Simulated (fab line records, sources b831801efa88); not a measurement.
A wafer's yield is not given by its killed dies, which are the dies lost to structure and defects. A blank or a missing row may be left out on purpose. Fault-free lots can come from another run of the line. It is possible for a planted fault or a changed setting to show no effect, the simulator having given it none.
fab line records | flow sky130
record: lots: 5 | wafers: 15 | last_day: 50
route steps=708 shown LDD_LDN@294 SPACER@304 POLY_CUT@307
lots with no fault: from the same line, run without faults
start_h: hours from the record's opening day to when the first of the lot's shown wafers began | wait_h: hours elapsed since this lot's preceding step | " as in the row above | L1.1+2: a single row standing in for several wafers | - no value, or no start given | * or withheld: withheld | < > ~ a bound
route shown NAME@n: a module of which the file shows steps, and the number in the route of the first | usual: the fault-free wafers' mean and standard deviation | same: alike in all rows | chamber/n: place in a boat | sites: the reading at each site | _std_site: the standard deviation of these | _edge_site: mean of outer sites minus mean of inner sites | radius_mm: for every site, how far away it sits from the centre of the wafer | mask NAME#n: copy n | behind: the most recent tool/chamber to have shaped the wafer | hold: the reason the lot was held/the length of the hold in hours/how it ended | device: the n, p or np transistor that did not switch | end of line: the route-end tests of the same wafers | step lacking rows: just its recipe | killed: dies that structure and defects cost at the first sort, which is not the same as the wafer's yield | map: per-die view of a wafer (x killed, . not killed, _ where there is no die)
set.NAME: setting as actually run; set.NAME@STEP: the setting as run at that earlier step | model.NAME: the simulator's own value behind a step, which no gauge read
lots at selected steps of the route; one table per step, one row per wafer
services: the hour from which a tool's chamber was out of use, counted from the record's first day as start_h (under 0 if before that day), plus the number of hours and why
== steps ==
step: SKY_LDD_LDN_PEB_05
recipe: temp_c: withheld | time_s: * | resist: NOVOLAK
step: SKY_LDD_LDN_DEVELOP_06
recipe: resist: NOVOLAK | developer: TMAH | develop_time_s: 60 | dev_temp_c: 23
step: SKY_LDD_LDN_OVL_MEAS_07
usual: LDD_LDN_OVL: 0.7/1.3
lot.wafer | tool       | chamber | start_h | wait_h | LDD_LDN_OVL[nm]
L398.1    | overlay-01 | -       | 561.63  | 0.1    | -0.4
L398.2    | "          | -       | "       | "      | 1.2
L398.4    | "          | -       | "       | "      | 0.0
L402.4    | overlay-01 | -       | 598.55  | 0.1    | 1.0
L402.5    | "          | -       | "       | "      | 1.6
L402.6    | "          | -       | "       | "      | -0.1
L404.2    | overlay-02 | -       | 618.18  | 0.1    | 1.3
L404.5    | "          | -       | "       | "      | -1.1
L404.6    | "          | -       | "       | "      | -1.7
L413.1    | overlay-01 | -       | 684.99  | 0.1    | 0.9
L413.4    | "          | -       | "       | "      | -0.7
L413.6    | "          | -       | "       | "      | -0.9
L417.1    | overlay-02 | -       | 725.57  | 0.1    | 0.8
L417.4    | "          | -       | "       | "      | 1.5
L417.6    | "          | -       | "       | "      | 0.5
step: SKY_LDD_LDN_IMPLANT_08
recipe: species: As | energy_kev: 15 | dose_cm2: 1.25e+13 | tilt_deg: withheld | rotation_deg: 23
step: SKY_LDD_LDN_IMPLANT_09
recipe: species: As | energy_kev: 15 | dose_cm2: 1.25e+13 | tilt_deg: withheld | rotation_deg: 113
step: SKY_LDD_LDN_IMPLANT_10
recipe: species: As | energy_kev: 15 | dose_cm2: 1.25e+13 | tilt_deg: withheld | rotation_deg: 203
step: SKY_LDD_LDN_IMPLANT_11
recipe: species: As | energy_kev: 15 | dose_cm2: 1.25e+13 | tilt_deg: withheld | rotation_deg: 293
step: SKY_LDD_LDN_STRIP_12
recipe: chemistry: O2/N2 | power_w: 1400 | pressure_mtorr: 1500 | platen_temp_c: withheld | o2_flow_sccm: 3000 | n2_flow_sccm: 300 | overash_fraction: 0.5
usual: drypump_motor_current_A: 5.9/0.76 | oes_product_au: 0.716/0.0044 | strip_time_to_endpoint_s: 14.19/0.044
same: overash_fraction: 0.5
lot.wafer | tool            | chamber | start_h | wait_h | drypump_motor_current_A | oes_product_au | rf_hours_counter_h | strip_time_to_endpoint_s
L398.1    | plasma_asher-03 | 0       | 562.27  | 0.1    | 6.5                     | 0.715          | 87                 | 14.23
L398.2    | "               | 1       | "       | "      | 6.7                     | 0.717          | 87                 | 14.22
L398.4    | "               | 1       | "       | "      | 6.7                     | 0.718          | -                  | 14.22
L402.4    | plasma_asher-01 | 1       | 599.20  | 0.1    | 6.6                     | 0.708          | -                  | 14.23
L402.5    | "               | 1       | "       | "      | 6.7                     | 0.718          | -                  | 14.22
L402.6    | "               | 0       | "       | "      | 5.9                     | 0.712          | -                  | 14.23
L404.2    | plasma_asher-02 | 0       | 618.81  | 0.1    | 4.8                     | 0.717          | 82                 | 14.25
L404.5    | "               | 0       | "       | "      | 4.8                     | 0.719          | -                  | 14.21
L404.6    | "               | 1       | "       | "      | 5.1                     | 0.724          | -                  | 14.26
L413.1    | plasma_asher-01 | 0       | 685.63  | 0.1    | 5.9                     | 0.718          | 27                 | 14.12
L413.4    | "               | 1       | "       | "      | 6.6                     | 0.708          | -                  | 14.16
L413.6    | "               | 0       | "       | "      | 5.9                     | 0.719          | -                  | 14.09
L417.1    | plasma_asher-02 | 0       | 726.21  | 0.1    | 4.8                     | 0.711          | 90                 | 14.16
L417.4    | "               | 1       | "       | "      | 5.1                     | 0.716          | -                  | 14.20
L417.6    | "               | 0       | "       | "      | 4.8                     | 0.710          | -                  | 14.22
step: SKY_LDD_LDN_TW_MEAS_13
usual: LDD_LDN_TW: 1486/15
lot.wafer | tool          | chamber | start_h | wait_h | LDD_LDN_TW
L398.1    | film_metro-01 | -       | 562.37  | 0.1    | 1503
L398.2    | "             | -       | "       | "      | 1495
L398.4    | "             | -       | "       | "      | 1508
L402.4    | film_metro-01 | -       | 599.30  | 0.1    | 1509
L402.5    | "             | -       | "       | "      | 1507
L402.6    | "             | -       | "       | "      | 1501
L404.2    | film_metro-02 | -       | 618.92  | 0.1    | 1466
L404.5    | "             | -       | "       | "      | 1488
L404.6    | "             | -       | "       | "      | 1468
L413.1    | film_metro-02 | -       | 685.73  | 0.1    | 1480
L413.4    | "             | -       | "       | "      | 1483
L413.6    | "             | -       | "       | "      | 1490
L417.1    | film_metro-02 | -       | 726.31  | 0.1    | 1484
L417.4    | "             | -       | "       | "      | 1488
L417.6    | "             | -       | "       | "      | 1482
step: SKY_LDD_LDN_CLEAN_14
recipe: chemistry: SC1/SC2 | mix: 1:4:20 | temp_c: 70 | time_s: 150 | dry: n2_spin
step: SKY_SPACER_CVD_00
recipe: material: Si3N4 | precursor: DCS/NH3 | target_thk_nm: 43.1 | temp_c: 770 | time_s: 740 | pressure_mtorr: 250
step: SKY_SPACER_THK_MEAS_01
recipe: reads: Si3N4_of_SPACER_CVD_00
usual: SPACER_CVD_00_THK: 43.1/0.36
lot.wafer | tool          | chamber | start_h | wait_h | SPACER_CVD_00_THK[nm]
L398.1    | film_metro-02 | -       | 563.68  | 0.0    | 43.7
L398.2    | "             | -       | "       | "      | 43.2
L398.4    | "             | -       | "       | "      | 43.5
L402.4    | film_metro-02 | -       | 601.47  | 0.0    | 43.1
L402.5    | "             | -       | "       | "      | 42.5
L402.6    | "             | -       | "       | "      | 42.4
L404.2    | film_metro-03 | -       | 620.23  | 0.0    | 43.0
L404.5    | "             | -       | "       | "      | 43.0
L404.6    | "             | -       | "       | "      | 43.0
L413.1    | film_metro-02 | -       | 687.53  | 0.0    | 43.1
L413.4    | "             | -       | "       | "      | 43.4
L413.6    | "             | -       | "       | "      | 43.4
L417.1    | film_metro-04 | -       | 727.68  | 0.0    | 42.4
L417.4    | "             | -       | "       | "      | 42.6
L417.6    | "             | -       | "       | "      | 42.3
step: SKY_SPACER_ETCHBACK_02
recipe: chemistry: CH3F/O2 | target: Si3N4 | stop_on: SiO2 | source_w: 400 | bias_w: 80 | pressure_mtorr: 25 | ch3f_flow_sccm: 40 | O2_flow_sccm: 30 | time_s: 46.7 | target_depth_a: 450
usual: bias_w: 79.99/0.24 | drypump_motor_current_A: 5.7/0.43 | oes_product_au: 0.855/0.0058 | throttle_valve_pct: 10.563/0.009
lot.wafer | tool        | chamber | start_h | wait_h | bias_w | drypump_motor_current_A | oes_product_au | rf_hours_counter_h | throttle_valve_pct | model.SiO2_of_SONOS_ONO_CVD_04.thk_nm
L398.1    | rie_diel-02 | 0       | 563.74  | 0.1    | 79.87  | 5.7                     | 0.863          | 58                 | 10.560             | 4.212
L398.2    | "           | 1       | "       | "      | 80.20  | 5.5                     | 0.853          | 4                  | 10.566             | 4.25
L398.4    | "           | 0       | "       | "      | 79.32  | 5.7                     | 0.862          | -                  | 10.556             | 4.359
L402.4    | rie_diel-02 | 0       | 601.50  | 0.0    | 79.87  | 5.7                     | 0.850          | 59                 | 10.559             | 4.16
L402.5    | "           | 2       | "       | "      | 79.83  | 6.4                     | 0.848          | -                  | 10.565             | 4.212
L402.6    | "           | 1       | "       | "      | 79.89  | 5.5                     | 0.844          | -                  | 10.577             | 4.172
L404.2    | rie_diel-04 | 2       | 620.28  | 0.0    | 80.45  | 5.1                     | 0.848          | 15                 | 10.574             | 4.085
L404.5    | "           | 1       | "       | "      | 79.87  | 4.9                     | 0.849          | -                  | 10.566             | 4.065
L404.6    | "           | 2       | "       | "      | 79.91  | 5.2                     | 0.853          | -                  | 10.547             | 4.12
L413.1    | rie_diel-02 | 3       | 687.59  | 0.1    | 79.99  | 5.7                     | 0.854          | 2                  | 10.568             | 4.314
L413.4    | "           | 2       | "       | "      | 79.85  | 6.4                     | 0.861          | 34                 | 10.561             | 1.064
L413.6    | "           | 2       | "       | "      | 79.87  | 6.4                     | 0.867          | -                  | 10.579             | 1.077
L417.1    | rie_diel-01 | 0       | 727.74  | 0.1    | 80.03  | 6.2                     | 0.845          | 0                  | 10.563             | 4.26
L417.4    | "           | 2       | "       | "      | 80.18  | 5.4                     | 0.854          | 10                 | 10.560             | 4.208
L417.6    | "           | 2       | "       | "      | 79.97  | 5.4                     | 0.840          | -                  | 10.565             | 4.264
step: SKY_POLY_CUT_DEHYDRATE_00
recipe: temp_c: 200 | time_s: 60
step: SKY_POLY_CUT_HMDS_01
recipe: prime_time_s: 60 | prime_temp_c: 120
step: SKY_POLY_CUT_COAT_02
recipe: resist: BARC | temp_c: withheld | time_s: withheld | spin_rpm: 3000 | resist_thk_nm: 60
step: SKY_POLY_CUT_COAT_03
recipe: resist: KrF-thick | spin_rpm: 3000 | resist_thk_nm: 450
step: SKY_POLY_CUT_SOFTBAKE_04
recipe: temp_c: 100 | time_s: 90 | resist: KrF-thick
step: SKY_POLY_CUT_EXPOSE_05
recipe: mask_id: NPCM | na: 0.8 | source_shape: annular | sigma_inner: 0.55 | sigma_outer: 0.85 | target_cd_nm: 270 | dose_mj: 32
step: SKY_POLY_CUT_PEB_06
recipe: peb_temp_c: withheld | peb_time_s: withheld | resist: KrF-thick
step: SKY_POLY_CUT_DEVELOP_07
recipe: develop_time_s: 60 | resist: KrF-thick | dev_temp_c: 21
step: SKY_POLY_CUT_CD_MEAS_08
recipe: target_cd_nm: 270
usual: cd_nm: 269.9/1.2
lot.wafer | tool      | chamber | start_h | wait_h | cd_nm
L398.1    | cd_sem-01 | -       | 593.81  | -      | 269.8
L398.2    | "         | -       | "       | "      | 268.9
L398.4    | "         | -       | "       | "      | 269.3
L402.4    | cd_sem-02 | -       | 630.52  | -      | 270.5
L402.5    | "         | -       | "       | "      | 270.8
L402.6    | "         | -       | "       | "      | 270.7
L404.2    | cd_sem-01 | -       | 649.49  | -      | 270.2
L404.5    | "         | -       | "       | "      | 269.2
L404.6    | "         | -       | "       | "      | 271.4
L413.1    | cd_sem-01 | -       | 716.48  | -      | 269.7
L413.4    | "         | -       | "       | "      | 268.2
L413.6    | "         | -       | "       | "      | 269.7
L417.1    | cd_sem-01 | -       | 755.28  | -      | 268.5
L417.4    | "         | -       | "       | "      | 270.0
L417.6    | "         | -       | "       | "      | 267.6
step: SKY_POLY_CUT_OVL_MEAS_09
usual: POLY_CUT_OVL: -1/5
lot.wafer | tool       | chamber | start_h | wait_h | POLY_CUT_OVL[nm]
L398.1    | overlay-02 | -       | 593.93  | 0.1    | -18
L398.2    | "          | -       | "       | "      | -3
L398.4    | "          | -       | "       | "      | -12
L402.4    | overlay-01 | -       | 630.60  | 0.1    | -1
L402.5    | "          | -       | "       | "      | 1
L402.6    | "          | -       | "       | "      | -1
L404.2    | overlay-02 | -       | 649.60  | 0.1    | 5
L404.5    | "          | -       | "       | "      | 2
L404.6    | "          | -       | "       | "      | 5
L413.1    | overlay-02 | -       | 716.60  | 0.1    | -7
L413.4    | "          | -       | "       | "      | 2
L413.6    | "          | -       | "       | "      | 0
L417.1    | overlay-02 | -       | 755.40  | 0.1    | -9
L417.4    | "          | -       | "       | "      | -4
L417.6    | "          | -       | "       | "      | -5
step: SKY_POLY_CUT_ETCH_10
recipe: chemistry: N2/H2 | target: BARC | ion_energy_ev: 200 | source_w: 500 | bias_w: 100 | pressure_mtorr: 30 | n2_flow_sccm: 100 | h2_flow_sccm: 200 | stop_on: SiO2 | time_s: 45.9 | target_depth_a: 600
usual: bias_w: 100.00/0.27 | drypump_motor_current_A: 5.8/0.41 | oes_product_au: 0.854/0.0048 | throttle_valve_pct: 13.226/0.0098
lot.wafer | tool        | chamber | start_h | wait_h | bias_w | drypump_motor_current_A | oes_product_au | rf_hours_counter_h | throttle_valve_pct
L398.1    | rie_diel-02 | 1       | 593.97  | 0.0    | 100.04 | 5.5                     | 0.850          | 4                  | 13.231
L398.2    | "           | 0       | "       | "      | 100.08 | 5.7                     | 0.848          | 58                 | 13.221
L398.4    | "           | 3       | "       | "      | 100.15 | 5.7                     | 0.858          | 0                  | 13.204
L402.4    | rie_diel-03 | 0       | 630.62  | 0.0    | 99.87  | 6.2                     | 0.845          | 40                 | 13.232
L402.5    | "           | 1       | "       | "      | 99.97  | 5.6                     | 0.854          | -                  | 13.220
L402.6    | "           | 0       | "       | "      | 99.74  | 6.2                     | 0.847          | -                  | 13.212
L404.2    | rie_diel-02 | 3       | 649.63  | 0.0    | 99.81  | 5.7                     | 0.851          | 1                  | 13.241
L404.5    | "           | 3       | "       | "      | 99.74  | 5.7                     | 0.852          | -                  | 13.233
L404.6    | "           | 2       | "       | "      | 99.60  | 6.4                     | 0.856          | -                  | 13.235
L413.1    | rie_diel-03 | 2       | 716.64  | 0.0    | 100.15 | 6.0                     | 0.851          | 52                 | 13.221
L413.4    | "           | 1       | "       | "      | 99.96  | 5.6                     | 0.859          | 1                  | 13.215
L413.6    | "           | 1       | "       | "      | 99.64  | 5.6                     | 0.843          | -                  | 13.231
L417.1    | rie_diel-02 | 3       | 755.44  | 0.0    | 99.91  | 5.7                     | 0.852          | 3                  | 13.247
L417.4    | "           | 0       | "       | "      | 100.12 | 5.7                     | 0.860          | 2                  | 13.232
L417.6    | "           | 1       | "       | "      | 99.83  | 5.5                     | 0.853          | -                  | 13.235
step: SKY_POLY_CUT_ETCH_11
recipe: target: Si3N4 | chemistry: CF4/CH2F2/Ar | stop_on: poly-Si | source_w: 600 | bias_w: 150 | pressure_mtorr: 40 | cf4_flow_sccm: 40 | ch2f2_flow_sccm: 20 | Ar_flow_sccm: 150 | time_s: 42.5 | target_depth_a: 600
usual: bias_w: 150.0/0.43 | ch2f2_flow_sccm: 20.00/0.059 | drypump_motor_current_A: 5.8/0.41 | oes_product_au: 0.830/0.0067 | throttle_valve_pct: 14.995/0.0086
lot.wafer | tool        | chamber | start_h | wait_h | bias_w | ch2f2_flow_sccm | drypump_motor_current_A | oes_product_au | rf_hours_counter_h | throttle_valve_pct | model.POLY_CUT.feature_depth_nm | model.etch.depth_nm
L398.1    | rie_diel-02 | 1       | 594.01  | 0.0    | 149.5  | 19.96           | 5.5                     | 0.830          | 4                  | 14.986             | 61.86                           | 61.86
L398.2    | "           | 0       | "       | "      | 150.4  | 19.97           | 5.7                     | 0.835          | 58                 | 14.996             | 62.39                           | 62.39
L398.4    | "           | 3       | "       | "      | 149.9  | 20.05           | 5.7                     | 0.822          | 0                  | 15.003             | 61.7                            | 61.7
L402.4    | rie_diel-03 | 0       | 630.66  | 0.0    | 149.6  | 20.00           | 6.2                     | 0.825          | 40                 | 14.990             | 61.8                            | 61.8
L402.5    | "           | 1       | "       | "      | 149.3  | 20.03           | 5.6                     | 0.837          | -                  | 14.997             | 61.67                           | 61.67
L402.6    | "           | 0       | "       | "      | 149.4  | 19.97           | 6.2                     | 0.827          | -                  | 14.984             | 61.92                           | 61.92
L404.2    | rie_diel-02 | 3       | 649.67  | 0.0    | 149.7  | 20.10           | 5.7                     | 0.835          | 1                  | 14.983             | 62.52                           | 62.52
L404.5    | "           | 3       | "       | "      | 149.8  | 20.07           | 5.7                     | 0.831          | -                  | 15.001             | 62.59                           | 62.59
L404.6    | "           | 2       | "       | "      | 150.0  | 19.96           | 6.4                     | 0.832          | -                  | 14.981             | 61.96                           | 61.96
L413.1    | rie_diel-03 | 2       | 716.68  | 0.0    | 149.6  | 20.14           | 6.0                     | 0.832          | 52                 | 14.989             | 62.02                           | 62.02
L413.4    | "           | 1       | "       | "      | 149.9  | 19.88           | 5.6                     | 0.757          | 1                  | 15.004             | 52.88                           | 52.88
L413.6    | "           | 1       | "       | "      | 149.3  | 19.91           | 5.6                     | 0.767          | -                  | 14.984             | 53.42                           | 53.42
L417.1    | rie_diel-02 | 3       | 755.48  | 0.0    | 150.1  | 20.00           | 5.7                     | 0.822          | 3                  | 14.997             | 61.27                           | 61.27
L417.4    | "           | 0       | "       | "      | 149.7  | 19.95           | 5.7                     | 0.819          | 2                  | 14.996             | 61.09                           | 61.09
L417.6    | "           | 1       | "       | "      | 149.6  | 19.91           | 5.5                     | 0.823          | -                  | 15.009             | 61.23                           | 61.23
step: SKY_POLY_CUT_STRIP_12
recipe: chemistry: O2/N2 | power_w: 1400 | pressure_mtorr: 1500 | platen_temp_c: withheld | o2_flow_sccm: 3000 | n2_flow_sccm: 300 | overash_fraction: 0.5
usual: drypump_motor_current_A: 6.0/0.78 | oes_product_au: 0.453/0.0042 | strip_time_to_endpoint_s: 5.359/0.016
same: overash_fraction: 0.5
lot.wafer | tool            | chamber | start_h | wait_h | drypump_motor_current_A | oes_product_au | rf_hours_counter_h | strip_time_to_endpoint_s
L398.1    | plasma_asher-03 | 1       | 594.05  | 0.0    | 6.7                     | 0.450          | 90                 | 5.370
L398.2    | "               | 0       | "       | "      | 6.5                     | 0.447          | 90                 | 5.368
L398.4    | "               | 1       | "       | "      | 6.7                     | 0.454          | -                  | 5.381
L402.4    | plasma_asher-03 | 1       | 630.73  | 0.1    | 6.7                     | 0.443          | -                  | 5.368
L402.5    | "               | 1       | "       | "      | 6.7                     | 0.453          | -                  | 5.380
L402.6    | "               | 0       | "       | "      | 6.5                     | 0.448          | -                  | 5.394
L404.2    | plasma_asher-02 | 1       | 649.71  | 0.0    | 5.1                     | 0.453          | 85                 | 5.394
L404.5    | "               | 1       | "       | "      | 5.1                     | 0.452          | -                  | 5.353
L404.6    | "               | 0       | "       | "      | 4.8                     | 0.453          | -                  | 5.386
L413.1    | plasma_asher-02 | 1       | 716.72  | 0.0    | 5.1                     | 0.447          | 89                 | 5.358
L413.4    | "               | 1       | "       | "      | 5.1                     | 0.455          | -                  | 5.338
L413.6    | "               | 0       | "       | "      | 4.8                     | 0.455          | -                  | 5.341
L417.1    | plasma_asher-04 | 1       | 755.52  | 0.0    | 4.7                     | 0.452          | 58                 | 5.332
L417.4    | "               | 1       | "       | "      | 4.7                     | 0.454          | -                  | 5.336
L417.6    | "               | 0       | "       | "      | 6.4                     | 0.448          | -                  | 5.330
== services ==
tool            | chamber | start_h | hours | kind
rie_diel-01     | 2       | 549.72  | 6.1   | repair
rie_diel-04     | -       | 563.93  | 0.4   | repair
plasma_asher-04 | -       | 565.34  | 2.8   | pm
rie_diel-04     | 0       | 570.73  | 5.7   | repair
rie_diel-04     | 3       | 583.79  | 5.0   | repair
rie_diel-04     | 3       | 591.40  | 26.6  | repair
rie_diel-04     | -       | 598.07  | 0.2   | repair
rie_diel-03     | 2       | 602.08  | 4.1   | repair
rie_diel-02     | 3       | 614.29  | 6.9   | repair
rie_diel-03     | -       | 616.44  | 2.8   | pm
rie_diel-01     | -       | 618.18  | 2.8   | pm
rie_diel-01     | 1       | 636.98  | 6.3   | repair
rie_diel-02     | 1       | 655.63  | 4.6   | repair
plasma_asher-04 | -       | 676.69  | 28.1  | pm
plasma_asher-02 | -       | 678.05  | 23.5  | repair
rie_diel-01     | 0       | 684.13  | 2.4   | repair
rie_diel-02     | -       | 697.52  | 0.8   | repair
plasma_asher-02 | -       | 701.50  | 2.8   | pm
rie_diel-02     | 1       | 720.77  | 2.6   | repair
rie_diel-02     | 3       | 721.18  | 6.8   | repair
plasma_asher-01 | -       | 721.63  | 1.6   | repair
rie_diel-02     | 3       | 730.48  | 6.7   | repair
plasma_asher-03 | -       | 733.75  | 9.0   | pm
rie_diel-04     | 1       | 743.46  | 4.8   | repair
== key ==
first_sign: step: SKY_POLY_CUT_ETCH_11 | reading: oes_product_au | direction: down | sigmas: 10 | usual: 0.830 | struck: 0.762
effect none on later readings
model_effect: step: SKY_SPACER_ETCHBACK_02 | value: SiO2_of_SONOS_ONO_CVD_04.thk_nm | without: 4.244 | struck: 1.07
model_effect: step: SKY_POLY_CUT_ETCH_11 | value: POLY_CUT.feature_depth_nm | without: 61.94 | struck: 53.15
met_at SKY_SPACER_ETCHBACK_02
struck_wafers L413.4,L413.6
sort_left_out L413.4,L413.6
tester_left_out L413
onset_between 601.50 687.59
fault: kind: process_parameter_drift | tool: rie_diel-02 | chamber: 2 | onset_h: 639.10 | steps: SKY_SPACER_ETCHBACK_02 | channel: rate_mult | offset: 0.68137 | shape: step | end_h: 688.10
tester_left_out: of these lots the tester's yield and bins aren't shown, on N5 and GAA mostly nor the transistor test; their killed dies are dies lost to structure and defects alone, not to doping, threshold or leakage, so they don't give the yield
sort_left_out: the simulated sort isn't trusted on such a fault, so these wafers' sort isn't shown, and their yield isn't known
